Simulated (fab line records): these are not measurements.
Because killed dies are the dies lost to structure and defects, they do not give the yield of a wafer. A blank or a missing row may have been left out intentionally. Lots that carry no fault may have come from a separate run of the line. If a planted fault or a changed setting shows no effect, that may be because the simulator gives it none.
Chamber matching ; flow gf180mcu ; 4 sister chambers for GF_V3_ETCH_16 on rie-diel-04
The step etches BARC in N2/H2. 4 wafers are shown with their chamber, then 12 later ones without.

== WAFERS WITH THEIR CHAMBER ==
wafer;chamber;drypump-motor-current-A (A)
L087.3;3;6.5
L090.1;0;6.1
L090.5;1;5.5
L090.6;2;5.1

== WAFERS WITH NO CHAMBER GIVEN ==
wafer;drypump-motor-current-A (A)
L091.2;5.1
L091.3;5.5
L091.4;6.5
L093.4;6.5
L093.5;5.0
L093.6;5.5
L094.1;5.0
L094.3;6.2
L094.6;5.5
L097.2;6.5
L097.3;5.0
L097.6;6.5

== EACH ONE'S CHAMBER ==
wafer;from the rows above;in truth
L091.2;2;2
L091.3;1;1
L091.4;3;3
L093.4;3;3
L093.5;2;2
L093.6;1;1
L094.1;2;2
L094.3;0;0
L094.6;1;1
L097.2;3;3
L097.3;2;2
L097.6;3;3
12 of 12 placed correctly. Can't be placed from these rows: 0. 0 placed wrongly.
How it was worked out, from the rows above alone: a wafer's distance from a chamber is the root of the sum, over the readings, of the square of ((its reading less the chamber's mean) divided by the reading's scatter). The wafer belongs to the nearest chamber; if the next one is less than 2 further off, it can't be placed. For every chamber, the mean is computed from those of its wafers that are shown. The scatter: root of mean squared gap, hidden wafer to nearest shown wafer, with one shown wafer a chamber.
